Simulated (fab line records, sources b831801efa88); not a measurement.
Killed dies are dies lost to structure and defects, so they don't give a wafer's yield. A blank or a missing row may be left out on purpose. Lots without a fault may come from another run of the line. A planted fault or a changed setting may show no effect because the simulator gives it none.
Tool commonality check | flow gf180mcu | 13 lots, 39 wafers sampled

WHY IT WAS OPENED
At GF_V3_CD_MEAS_14 the reading cd_nm is flagged on 2 of 13 lots. Wafers without a fault read 259.7 nm, standard deviation 1.3.
Rule: a lot is flagged when every wafer of it that has a number lies more than 4 standard deviations from that mean, or none has a number. The other lots count as sound.

lot  | measured     | on        | cd_nm (nm), wafer by wafer | flag
L903 | day 22 10:51 | cd_sem-02 | 262.3 261.2 261.3          |
L904 | day 22 16:58 | cd_sem-01 | 259.4 259.9 259.0          |
L905 | day 23 04:17 | cd_sem-02 | 259.1 259.2 259.4          |
L907 | day 23 23:55 | cd_sem-01 | 265.9 267.2 265.0          | FLAGGED
L908 | day 24 08:43 | cd_sem-01 | 266.7 266.3 266.4          | FLAGGED
L910 | day 25 03:57 | cd_sem-01 | 259.0 259.0 258.5          |
L916 | day 27 01:57 | cd_sem-02 | 256.8 258.3 257.3          |
L918 | day 27 16:58 | cd_sem-01 | 259.1 260.5 260.5          |
L919 | day 27 21:23 | cd_sem-02 | 257.9 257.8 257.5          |
L921 | day 28 07:13 | cd_sem-01 | 258.2 258.7 258.0          |
L922 | day 28 17:10 | cd_sem-02 | 260.1 260.1 259.6          |
L925 | day 29 08:55 | cd_sem-01 | 258.4 257.1 257.1          |
L926 | day 29 17:04 | cd_sem-02 | 260.8 259.3 258.9          |
The numbers of the flagged lots are 266.2 nm on average: +6.6 nm against the usual, or +5 standard deviations.

WHICH TOOL RAN EACH LOT
The record holds 2 process steps before the reading, out of a route of 602 steps. In each cell: the tool, then ch and the chambers that the sampled wafers went through, then the start.
lot  | flag    | GF_M3_SPUTTER_04             | GF_V3_PEB_12
L903 |         | pvd_sputter-03, day 20 09:46 | litho_track-04 ch 0, day 22 10:30
L904 |         | pvd_sputter-04, day 20 16:53 | litho_track-03 ch 0, day 22 16:37
L905 |         | pvd_sputter-02, day 21 04:19 | litho_track-03 ch 0, day 23 03:57
L907 | FLAGGED | pvd_sputter-02, day 22 00:14 | litho_track-03 ch 0, day 23 23:31
L908 | FLAGGED | pvd_sputter-04, day 22 10:17 | litho_track-03 ch 0, day 24 08:22
L910 |         | pvd_sputter-03, day 23 06:16 | litho_track-04 ch 0, day 25 03:36
L916 |         | pvd_sputter-03, day 25 06:38 | litho_track-04 ch 0, day 27 01:36
L918 |         | pvd_sputter-04, day 25 22:29 | litho_track-01 ch 0, day 27 16:37
L919 |         | pvd_sputter-02, day 26 02:52 | litho_track-03 ch 0, day 27 21:03
L921 |         | pvd_sputter-02, day 26 13:22 | litho_track-03 ch 0, day 28 06:52
L922 |         | pvd_sputter-03, day 26 23:46 | litho_track-03 ch 0, day 28 16:49
L925 |         | pvd_sputter-04, day 27 16:50 | litho_track-03 ch 0, day 29 08:34
L926 |         | pvd_sputter-04, day 28 00:46 | litho_track-04 ch 0, day 29 16:44
What these steps do:
- GF_M3_SPUTTER_04: material TiN, target thk 50 nm, time 41.7 s.
- GF_V3_PEB_12: peb time 90 s.
- GF_V3_CD_MEAS_14: target cd 260 nm.

FLAGGED OVER TOTAL, TOOL BY TOOL (the gauges that took the reading come last)
step             | tool           | lots run | flagged | share of the flagged lots | sound lots run after its first flagged lot
GF_M3_SPUTTER_04 | pvd_sputter-02 | 4        | 1       | some                      | 2 (L919,L921)
GF_M3_SPUTTER_04 | pvd_sputter-03 | 4        | 0       | none                      | -
GF_M3_SPUTTER_04 | pvd_sputter-04 | 5        | 1       | some                      | 3 (L918,L925,L926)
GF_V3_PEB_12     | litho_track-01 | 1        | 0       | none                      | -
GF_V3_PEB_12     | litho_track-03 | 8        | 2       | all                       | 4 (L919,L921,L922,L925)
GF_V3_PEB_12     | litho_track-04 | 4        | 0       | none                      | -
GF_V3_CD_MEAS_14 | cd_sem-01      | 7        | 2       | all                       | 4 (L910,L918,L921,L925)
GF_V3_CD_MEAS_14 | cd_sem-02      | 6        | 0       | none                      | -

WHAT THE TABLE ALLOWS
2 rows of the table ran every flagged lot: litho_track-03 at GF_V3_PEB_12, cd_sem-01 at GF_V3_CD_MEAS_14.
- litho_track-03 at GF_V3_PEB_12: 2 of its 8 lots flagged. Sound lots ran on it after the first flagged one (L919, L921, L922, L925), which a lasting fault on the whole tool wouldn't allow. Its own readings lie more than 4 standard deviations out on every wafer of the flagged lots: heater_power_total_W, plate_temp_C.
- cd_sem-01 at GF_V3_CD_MEAS_14: 2 of its 7 lots flagged. Sound lots ran on it after the first flagged one (L910, L918, L921, L925), which a lasting fault on the whole tool wouldn't allow.
No row of the table ran every flagged lot and no sound lot after the first.

WHAT THE SIMULATOR HAD PUT IN
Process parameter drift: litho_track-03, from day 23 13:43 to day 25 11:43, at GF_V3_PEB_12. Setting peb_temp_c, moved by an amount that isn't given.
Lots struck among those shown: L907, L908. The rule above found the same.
